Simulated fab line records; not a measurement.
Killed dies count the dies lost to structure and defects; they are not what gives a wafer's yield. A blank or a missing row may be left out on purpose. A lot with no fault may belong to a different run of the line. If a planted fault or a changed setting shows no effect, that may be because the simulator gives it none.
fab line records    flow sky130
record lots=7  wafers=21  last_day=51
route steps=708 shown VT_ADJUST_LVTN@111 VT_ADJUST_NCORE@119 PAD_OPEN@708
lots with no fault: from the same line, run without faults
start_h: the number of hours between the record's first day and the start of the first shown wafer of the lot    wait_h: time in hours since the lot's previous step    " as in the row above    L1.1+2: several wafers, shown together as one row    - either no value or no given start    * or withheld: withheld    < > ~ a bound
route shown NAME@n: NAME is a module with steps in the file, n the number in the route of the first one    usual: the fault-free wafers' mean and standard deviation    same: alike in all rows    chamber/n: place in a boat    sites: each site's reading    _std_site: standard deviation across them    _edge_site: inner sites' mean taken away from outer sites' mean    radius_mm: how far each site lies from the wafer's centre    mask NAME#n: copy n    behind: tool/chamber where the wafer was last shaped    hold: cause of the lot's hold/its duration in hours/its outcome    device: the transistor (n, p or np) that didn't switch    end of line: tests run on the same wafers once the route is complete    for a step that has no rows: nothing shown but its recipe    killed: dies that structure and defects cost at the first sort, which is not the same as the wafer's yield    map: a wafer's dies, marking killed ones x, the rest . and places with no die _
set.NAME: the run value of the setting; set.NAME@STEP: its run value at that earlier step    model.NAME: the simulator's own value behind a step, which no gauge read
lots at some steps of the route; a table a step, a row a wafer
services: a tool's chamber out of use, with start hour (start_h, from the record's first day; less than 0 if before it), hours out, and reason
## steps
# step SKY_VT_ADJUST_LVTN_SOFTBAKE_14
# recipe temp_c=90  time_s=60  resist=NOVOLAK
# step SKY_VT_ADJUST_LVTN_EXPOSE_15
# recipe mask_id=HVN_STD_DERIVED  na=0.6  source_shape=conventional  sigma_outer=0.6  polarization=unpolarized  target_cd_nm=600  dose_mj=163
# step SKY_VT_ADJUST_LVTN_PEB_16
# recipe temp_c=withheld  time_s=*  resist=NOVOLAK
# step SKY_VT_ADJUST_LVTN_DEVELOP_17
# recipe resist=NOVOLAK  developer=TMAH  develop_time_s=60  dev_temp_c=23
# step SKY_VT_ADJUST_LVTN_OVL_MEAS_18
# usual VT_ADJUST_LVTN_01_OVL=0.8/1.4
lot.wafer  tool        chamber  start_h  wait_h  VT_ADJUST_LVTN_01_OVL[nm]
L698.3     overlay-02  -        175.19   0.1     3.2
L698.4     "           -        "        "       2.5
L698.6     "           -        "        "       3.2
L704.1     overlay-02  -        212.07   0.1     0.8
L704.2     "           -        "        "       1.4
L704.4     "           -        "        "       2.4
L707.3     overlay-01  -        239.23   0.1     0.1
L707.5     "           -        "        "       -1.5
L707.6     "           -        "        "       -1.6
L709.1     overlay-01  -        249.06   0.1     -0.2
L709.3     "           -        "        "       0.8
L709.5     "           -        "        "       -0.7
L710.1     overlay-01  -        251.98   0.1     -1.2
L710.4     "           -        "        "       1.0
L710.5     "           -        "        "       -1.1
L719.2     overlay-01  -        335.13   0.1     0.5
L719.3     "           -        "        "       2.2
L719.6     "           -        "        "       0.6
L718.3     overlay-01  -        335.73   0.1     -1.3
L718.4     "           -        "        "       -0.6
L718.5     "           -        "        "       -0.5
# step SKY_VT_ADJUST_LVTN_IMPLANT_19
# recipe species=B  energy_kev=30  dose_cm2=6.5e+11  tilt_deg=withheld
# step SKY_VT_ADJUST_LVTN_STRIP_20
# recipe chemistry=O2/N2  power_w=1400  pressure_mtorr=1500  platen_temp_c=withheld  o2_flow_sccm=3000  n2_flow_sccm=300  overash_fraction=0.5
# usual drypump_motor_current_A=5.7/0.5  oes_product_au=0.716/0.0042  strip_time_to_endpoint_s=14.17/0.041
lot.wafer  tool             chamber  start_h  wait_h  drypump_motor_current_A  oes_product_au  rf_hours_counter_h  strip_time_to_endpoint_s
L698.3     plasma_asher-02  1        175.40   0.1     6.2                      0.716           -                   14.18
L698.4     "                0        "        "       6.1                      0.719           -                   14.13
L698.6     "                1        "        "       6.3                      0.715           -                   14.12
L704.1     plasma_asher-04  1        212.25   0.1     5.6                      0.722           9                   14.20
L704.2     "                0        "        "       5.1                      0.718           9                   14.17
L704.4     "                1        "        "       5.6                      0.718           -                   14.19
L707.3     plasma_asher-04  0        239.43   0.1     5.1                      0.722           -                   14.17
L707.5     "                1        "        "       5.6                      0.713           -                   14.17
L707.6     "                0        "        "       5.1                      0.725           -                   14.24
L709.1     plasma_asher-04  1        249.25   0.1     5.6                      0.716           13                  14.18
L709.3     "                0        "        "       5.1                      0.713           -                   14.23
L709.5     "                0        "        "       5.1                      0.714           -                   14.16
L710.1     plasma_asher-03  0        252.16   0.1     5.4                      0.717           54                  14.27
L710.4     "                1        "        "       6.4                      0.719           -                   14.23
L710.5     "                0        "        "       5.5                      0.720           -                   14.21
L719.2     plasma_asher-03  0        335.31   0.1     5.4                      0.711           62                  14.15
L719.3     "                1        "        "       6.4                      0.714           -                   14.13
L719.6     "                0        "        "       5.4                      0.720           -                   14.07
L718.3     plasma_asher-02  1        335.93   0.1     6.3                      0.713           -                   14.15
L718.4     "                0        "        "       6.1                      0.712           -                   14.18
L718.5     "                0        "        "       6.1                      0.719           -                   14.19
# step SKY_VT_ADJUST_LVTN_TW_MEAS_21
# usual VT_ADJUST_LVTN_2_TW=189.6/1.9
lot.wafer  tool           chamber  start_h  wait_h  VT_ADJUST_LVTN_2_TW
L698.3     film_metro-02  -        175.49   0.1     187.1
L698.4     "              -        "        "       188.0
L698.6     "              -        "        "       187.1
L704.1     film_metro-01  -        212.35   0.1     189.7
L704.2     "              -        "        "       189.5
L704.4     "              -        "        "       190.3
L707.3     film_metro-01  -        239.52   0.1     191.0
L707.5     "              -        "        "       190.3
L707.6     "              -        "        "       189.7
L709.1     film_metro-01  -        249.35   0.1     190.3
L709.3     "              -        "        "       189.2
L709.5     "              -        "        "       190.4
L710.1     film_metro-03  -        252.26   0.1     192.4
L710.4     "              -        "        "       192.2
L710.5     "              -        "        "       193.1
L719.2     film_metro-02  -        335.42   0.1     186.5
L719.3     "              -        "        "       187.0
L719.6     "              -        "        "       187.6
L718.3     film_metro-01  -        336.02   0.1     189.9
L718.4     "              -        "        "       189.7
L718.5     "              -        "        "       189.0
# step SKY_VT_ADJUST_NCORE_DEHYDRATE_00
# recipe temp_c=200  time_s=60
# step SKY_VT_ADJUST_NCORE_HMDS_01
# recipe prime_time_s=60  prime_temp_c=120
# step SKY_VT_ADJUST_NCORE_COAT_02
# recipe resist=NOVOLAK  spin_rpm=3000  resist_thk_nm=1140
# step SKY_VT_ADJUST_NCORE_SOFTBAKE_03
# recipe temp_c=90  time_s=60  resist=NOVOLAK
# step SKY_VT_ADJUST_NCORE_EXPOSE_04
# recipe mask_id=LVTN_COMPLEMENT_THIN  na=0.6  source_shape=conventional  sigma_outer=0.6  polarization=unpolarized  target_cd_nm=380  dose_mj=139
lot.wafer   tool              chamber  start_h  wait_h  mask                    model.VT_ADJUST_NCORE.overlay_x_nm
L698.3+4+6  iline_stepper-02  0        185.90   -       LVTN_COMPLEMENT_THIN#0  -0.9744
L704.1+2+4  iline_stepper-02  0        223.46   -       LVTN_COMPLEMENT_THIN#0  0.799
L707.3+5+6  iline_stepper-02  0        251.83   -       LVTN_COMPLEMENT_THIN#0  -1.384
L709.1+3+5  iline_stepper-02  0        261.61   -       LVTN_COMPLEMENT_THIN#0  -125.1
L710.1+4+5  iline_stepper-02  0        264.32   -       LVTN_COMPLEMENT_THIN#0  -123.3
L719.2+3+6  iline_stepper-01  0        348.68   -       LVTN_COMPLEMENT_THIN#0  0.7946
L718.3+4+5  iline_stepper-02  0        349.48   -       LVTN_COMPLEMENT_THIN#0  -124.2
# step SKY_VT_ADJUST_NCORE_PEB_05
# recipe temp_c=withheld  time_s=*  resist=NOVOLAK
# step SKY_VT_ADJUST_NCORE_DEVELOP_06
# recipe resist=NOVOLAK  developer=TMAH  develop_time_s=60  dev_temp_c=23
# step SKY_VT_ADJUST_NCORE_CD_MEAS_07
# recipe target_cd_nm=380
# usual cd_nm=380/3.2
lot.wafer  tool       chamber  start_h  wait_h  cd_nm
L698.3     cd_sem-01  -        195.52   0.1     382
L698.4     "          -        "        "       379
L698.6     "          -        "        "       381
L704.1     cd_sem-01  -        234.58   0.1     378
L704.2     "          -        "        "       377
L704.4     "          -        "        "       377
L707.3     cd_sem-01  -        263.76   0.1     378
L707.5     "          -        "        "       377
L707.6     "          -        "        "       376
L709.1     cd_sem-01  -        273.86   0.1     383
L709.3     "          -        "        "       383
L709.5     "          -        "        "       382
L710.1     cd_sem-01  -        276.38   0.1     380
L710.4     "          -        "        "       379
L710.5     "          -        "        "       376
L719.2     cd_sem-02  -        362.73   0.1     383
L719.3     "          -        "        "       381
L719.6     "          -        "        "       382
L718.3     cd_sem-02  -        363.26   0.1     380
L718.4     "          -        "        "       381
L718.5     "          -        "        "       379
# step SKY_VT_ADJUST_NCORE_OVL_MEAS_08
# usual VT_ADJUST_NCORE_OVL=0.0/1.6
lot.wafer  tool        chamber  start_h  wait_h  VT_ADJUST_NCORE_OVL[nm]
L698.3     overlay-02  -        195.62   0.1     -0.8
L698.4     "           -        "        "       -0.6
L698.6     "           -        "        "       -0.4
L704.1     overlay-02  -        234.70   0.1     3.0
L704.2     "           -        "        "       1.4
L704.4     "           -        "        "       1.3
L707.3     overlay-02  -        263.85   0.1     0.6
L707.5     "           -        "        "       -1.5
L707.6     "           -        "        "       -2.2
L709.1     overlay-02  -        273.98   0.1     -124.2
L709.3     "           -        "        "       -123.0
L709.5     "           -        "        "       -124.4
L710.1     overlay-01  -        276.50   0.1     -124.8
L710.4     "           -        "        "       -123.8
L710.5     "           -        "        "       -124.3
L719.2     overlay-01  -        362.84   0.1     1.6
L719.3     "           -        "        "       1.0
L719.6     "           -        "        "       -0.3
L718.3     overlay-01  -        363.35   0.1     -125.6
L718.4     "           -        "        "       -123.6
L718.5     "           -        "        "       -125.3
# step SKY_VT_ADJUST_NCORE_IMPLANT_09
# recipe species=B  energy_kev=10  dose_cm2=2.4e+12  tilt_deg=withheld
# step SKY_PAD_OPEN_PROBE_99
# usual killed_at_M0_to_M3=45/6.9  killed_at_M4_up=3.2/1.8  killed_at_contacts=25/5.3  killed_at_front_end=16/4.3  killed_at_other=0.2/0.52  killed_dies=88/8.7  killed_open=48/6.5  killed_short=40/6
# same gross_dies=492  killed_at_back_side=0
lot.wafer  tool       chamber  start_h  wait_h  killed_at_M0_to_M3  killed_at_M4_up  killed_at_contacts  killed_at_front_end  killed_at_other  killed_dies  killed_open  killed_short  model.etest.sram_nfet_pass.drive_ua_um  model.etest.sram_nfet_pass.off_log10_a_um  model.etest.sram_nfet_pass.vt_sat_v  model.etest.sram_nfet_pass.vt_v
L698.3     prober-01  -        1083.93  0.2     32                  2                21                  16                   0                71           47           23            484.9                                   -12.77                                     0.5787                               0.681
L698.4     prober-01  -        1083.98  0.2     49                  1                23                  8                    1                82           45           36            482.9                                   -12.9                                      0.5823                               0.6797
L698.6     prober-01  -        1084.08  0.2     32                  7                22                  14                   0                75           35           39            495.1                                   -12.85                                     0.585                                0.6865
L704.1     prober-01  -        1118.99  0.1     39                  3                21                  19                   1                83           52           31            516.3                                   -12.82                                     0.5655                               0.6645
L704.2     prober-01  -        1119.04  0.1     39                  3                22                  11                   0                75           37           38            523.3                                   -12.59                                     0.5521                               0.6553
L704.4     prober-01  -        1119.14  0.2     49                  2                29                  13                   0                93           54           39            520.1                                   -12.78                                     0.5601                               0.6614
L707.3     prober-01  -        1151.84  0.2     52                  3                20                  19                   0                94           56           37            482                                     -12.79                                     0.5838                               0.6793
L707.5     prober-01  -        1151.94  0.2     36                  0                20                  19                   0                75           43           31            468.2                                   -12.94                                     0.6018                               0.7024
L707.6     prober-01  -        1151.99  0.2     39                  4                20                  17                   0                80           45           34            496.6                                   -12.74                                     0.5678                               0.6679
L709.1     prober-02  -        1158.10  0.1     41                  2                40                  12                   0                95           60           35            493.2                                   -12.58                                     0.5541                               0.6602
L709.3     prober-02  -        1158.20  0.2     36                  2                20                  15                   0                73           36           37            517.9                                   -12.16                                     0.5111                               0.6213
L709.5     prober-02  -        1158.30  0.2     27                  7                25                  28                   0                87           47           40            521.4                                   -12.04                                     0.5095                               0.6182
L710.1     prober-01  -        1158.38  0.1     48                  2                18                  19                   1                88           49           38            487.1                                   -12.87                                     0.5709                               0.681
L710.4     prober-01  -        1158.53  0.2     52                  2                19                  20                   1                94           55           36            498.3                                   -12.64                                     0.5541                               0.6638
L710.5     prober-01  -        1158.58  0.2     36                  3                20                  18                   0                77           46           31            499.4                                   -12.59                                     0.5553                               0.6662
L719.2     prober-01  -        1208.01  0.1     29                  1                25                  15                   0                70           42           28            491.5                                   -12.85                                     0.5754                               0.6717
L719.3     prober-01  -        1208.06  0.2     45                  0                29                  15                   0                89           46           43            501.6                                   -12.8                                      0.5592                               0.6545
L719.6     prober-01  -        1208.21  0.2     46                  1                36                  12                   0                95           58           37            472.9                                   -12.86                                     0.5881                               0.6872
L718.3     prober-01  -        1225.84  0.2     51                  2                31                  8                    0                92           48           44            525.9                                   -12.3                                      0.5269                               0.6357
L718.4     prober-01  -        1225.89  0.2     37                  2                26                  19                   0                84           42           42            533.5                                   -12.47                                     0.5244                               0.6264
L718.5     prober-01  -        1225.94  0.2     57                  2                18                  10                   0                87           44           41            536.4                                   -12.28                                     0.5186                               0.6249
# killed by level:class
L698.3 CONTACT:geometric_particle:open=10 VIA1:geometric_particle:open=10 POLY_GATE:geometric_particle:open=7 VIA2:geometric_particle:open=5 FIELD_ISO:geometric_particle:open=4 LI_CONTACT:geometric_particle:short=4 LOCAL_INTERCONNECT:geometric_particle:short=4 METAL1:geometric_particle:short=4
L698.4 VIA1:geometric_particle:open=14 CONTACT:geometric_particle:open=8 VIA1:geometric_particle:short=8 LI_CONTACT:geometric_particle:open=7 VIA3:geometric_particle:open=6 CONTACT:geometric_particle:short=5 METAL1:geometric_particle:short=4 VIA2:geometric_particle:short=4
L698.6 LI_CONTACT:geometric_particle:open=6 LOCAL_INTERCONNECT:geometric_particle:short=6 VIA1:geometric_particle:short=6 VIA3:geometric_particle:open=6 CONTACT:geometric_particle:open=5 FIELD_ISO:geometric_particle:short=4 VIA2:geometric_particle:open=4 VIA1:geometric_particle:open=4
L704.1 VIA1:geometric_particle:open=9 VIA2:geometric_particle:open=8 FIELD_ISO:geometric_particle:open=6 LI_CONTACT:geometric_particle:open=6 CONTACT:geometric_particle:short=6 CONTACT:geometric_particle:open=6 VIA3:geometric_particle:open=6 POLY_GATE:geometric_particle:short=5
L704.2 VIA1:geometric_particle:open=9 LI_CONTACT:geometric_particle:open=7 VIA1:geometric_particle:short=6 FIELD_ISO:geometric_particle:open=5 METAL2:geometric_particle:short=5 VIA3:geometric_particle:short=5 LOCAL_INTERCONNECT:geometric_particle:short=4 CONTACT:geometric_particle:open=4
L704.4 CONTACT:geometric_particle:open=13 VIA1:geometric_particle:open=11 LI_CONTACT:geometric_particle:open=7 METAL1:geometric_particle:short=7 VIA3:geometric_particle:open=7 VIA3:geometric_particle:short=6 VIA2:geometric_particle:open=5 LOCAL_INTERCONNECT:geometric_particle:short=4
L707.3 VIA1:geometric_particle:open=11 VIA3:geometric_particle:open=10 VIA3:geometric_particle:short=8 CONTACT:geometric_particle:open=7 LI_CONTACT:geometric_particle:open=7 VIA2:geometric_particle:open=7 FIELD_ISO:geometric_particle:open=6 POLY_GATE:geometric_particle:short=6
L707.5 CONTACT:geometric_particle:open=8 VIA3:geometric_particle:short=7 CONTACT:geometric_particle:short=6 VIA1:geometric_particle:open=6 VIA2:geometric_particle:open=6 POLY_GATE:geometric_particle:open=5 SPACER:geometric_particle:open=5 VIA3:geometric_particle:open=5
L707.6 VIA3:geometric_particle:open=11 VIA1:geometric_particle:open=11 CONTACT:geometric_particle:open=7 VIA2:geometric_particle:open=6 POLY_GATE:geometric_particle:open=4 SPACER:geometric_particle:short=4 METAL2:geometric_particle:short=4 FIELD_ISO:geometric_particle:short=3
L709.1 CONTACT:geometric_particle:open=15 VIA1:geometric_particle:open=11 CONTACT:geometric_particle:short=8 VIA2:geometric_particle:open=8 VIA3:geometric_particle:short=7 LOCAL_INTERCONNECT:geometric_particle:short=6 LI_CONTACT:geometric_particle:open=5 VIA3:geometric_particle:open=5
L709.3 METAL1:geometric_particle:short=8 LI_CONTACT:geometric_particle:open=7 VIA3:geometric_particle:open=7 POLY_GATE:geometric_particle:short=6 LOCAL_INTERCONNECT:geometric_particle:short=5 VIA2:geometric_particle:open=5 CONTACT:geometric_particle:open=4 VIA1:geometric_particle:short=4
L709.5 FIELD_ISO:geometric_particle:short=8 CONTACT:geometric_particle:open=8 POLY_GATE:geometric_particle:open=8 VIA1:geometric_particle:open=7 POLY_GATE:geometric_particle:short=6 LI_CONTACT:geometric_particle:open=6 METAL4:geometric_particle:short=5 FIELD_ISO:geometric_particle:open=4
L710.1 VIA1:geometric_particle:open=11 VIA2:geometric_particle:open=10 LI_CONTACT:geometric_particle:open=8 POLY_GATE:geometric_particle:short=6 VIA3:geometric_particle:open=6 METAL2:geometric_particle:short=5 CONTACT:geometric_particle:open=5 POLY_GATE:geometric_particle:open=4
L710.4 VIA1:geometric_particle:open=14 CONTACT:geometric_particle:open=11 VIA1:geometric_particle:short=9 POLY_GATE:geometric_particle:open=6 VIA3:geometric_particle:open=6 VIA2:geometric_particle:open=5 METAL1:geometric_particle:open=4 FIELD_ISO:geometric_particle:open=3
L710.5 VIA2:geometric_particle:open=7 FIELD_ISO:geometric_particle:open=6 CONTACT:geometric_particle:open=6 VIA1:geometric_particle:open=6 METAL2:geometric_particle:short=5 METAL2:geometric_particle:open=5 LI_CONTACT:geometric_particle:open=4 CONTACT:geometric_particle:short=4
L719.2 CONTACT:geometric_particle:open=10 VIA1:geometric_particle:open=10 LOCAL_INTERCONNECT:geometric_particle:short=5 FIELD_ISO:geometric_particle:open=4 LI_CONTACT:geometric_particle:open=4 VIA2:geometric_particle:open=4 FIELD_ISO:geometric_particle:short=3 CONTACT:geometric_particle:short=3
L719.3 VIA1:geometric_particle:open=10 LI_CONTACT:geometric_particle:open=8 CONTACT:geometric_particle:open=7 VIA3:geometric_particle:open=7 LI_CONTACT:geometric_particle:short=6 METAL3:geometric_particle:short=6 FIELD_ISO:geometric_particle:short=4 VIA2:geometric_particle:open=4
L719.6 VIA1:geometric_particle:open=12 LI_CONTACT:geometric_particle:open=11 LOCAL_INTERCONNECT:geometric_particle:short=9 VIA3:geometric_particle:open=8 CONTACT:geometric_particle:open=8 VIA2:geometric_particle:open=6 POLY_GATE:geometric_particle:open=5 METAL3:geometric_particle:short=4
L718.3 CONTACT:geometric_particle:open=12 VIA2:geometric_particle:open=10 VIA1:geometric_particle:open=9 VIA2:geometric_particle:short=7 CONTACT:geometric_particle:short=7 LOCAL_INTERCONNECT:geometric_particle:short=6 METAL1:geometric_particle:short=6 LI_CONTACT:geometric_particle:open=5
L718.4 LI_CONTACT:geometric_particle:open=7 VIA2:geometric_particle:open=7 VIA1:geometric_particle:open=7 FIELD_ISO:geometric_particle:short=5 LOCAL_INTERCONNECT:geometric_particle:short=5 CONTACT:geometric_particle:open=5 CONTACT:geometric_particle:short=5 VIA2:geometric_particle:short=5
L718.5 VIA1:geometric_particle:open=20 VIA1:geometric_particle:short=11 METAL2:geometric_particle:short=6 VIA2:geometric_particle:open=5 CONTACT:geometric_particle:open=5 LI_CONTACT:geometric_particle:open=4 LOCAL_INTERCONNECT:geometric_particle:short=4 CONTACT:geometric_particle:short=4
## services
tool              chamber  start_h  hours  kind
iline_stepper-02  -        196.11   2.3    repair
iline_stepper-02  0        215.20   -      calibration
plasma_asher-02   -        241.67   2.8    pm
plasma_asher-04   -        259.26   4.3    repair
plasma_asher-02   -        276.93   1.6    repair
plasma_asher-02   -        283.88   7.5    repair
iline_stepper-02  -        284.12   9.1    repair
plasma_asher-03   -        312.53   0.6    repair
iline_stepper-01  -        314.32   1.7    pm
iline_stepper-01  0        326.71   -      calibration
plasma_asher-04   -        348.37   1.6    repair
## key
first_sign step=SKY_VT_ADJUST_NCORE_OVL_MEAS_08  reading=VT_ADJUST_NCORE_OVL  direction=down  sigmas=80  usual=0.0  struck=-124.3
effect none on later readings
model_effect step=SKY_VT_ADJUST_NCORE_EXPOSE_04  value=VT_ADJUST_NCORE.overlay_x_nm  without=0.1514  struck=-124.2
model_effect step=SKY_PAD_OPEN_PROBE_99  value=etest.sram_nfet_pass.drive_ua_um  without=486.8  struck=512.6
met_at SKY_VT_ADJUST_NCORE_EXPOSE_04
struck_wafers L709.1,L709.3,L709.5,L710.1,L710.4,L710.5,L718.3,L718.4,L718.5
tester_left_out L709,L710,L718
onset_between 251.83 261.61
fault kind=scanner_matching_overlay  tool=iline_stepper-02  chamber=-  onset_h=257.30  steps=SKY_VT_ADJUST_NCORE_EXPOSE_04  offset=-124.35
# tester_left_out: of these lots the tester's yield and bins aren't shown, on N5 and GAA mostly nor the transistor test; their killed dies are dies lost to structure and defects alone, not to doping, threshold or leakage, so they don't give the yield
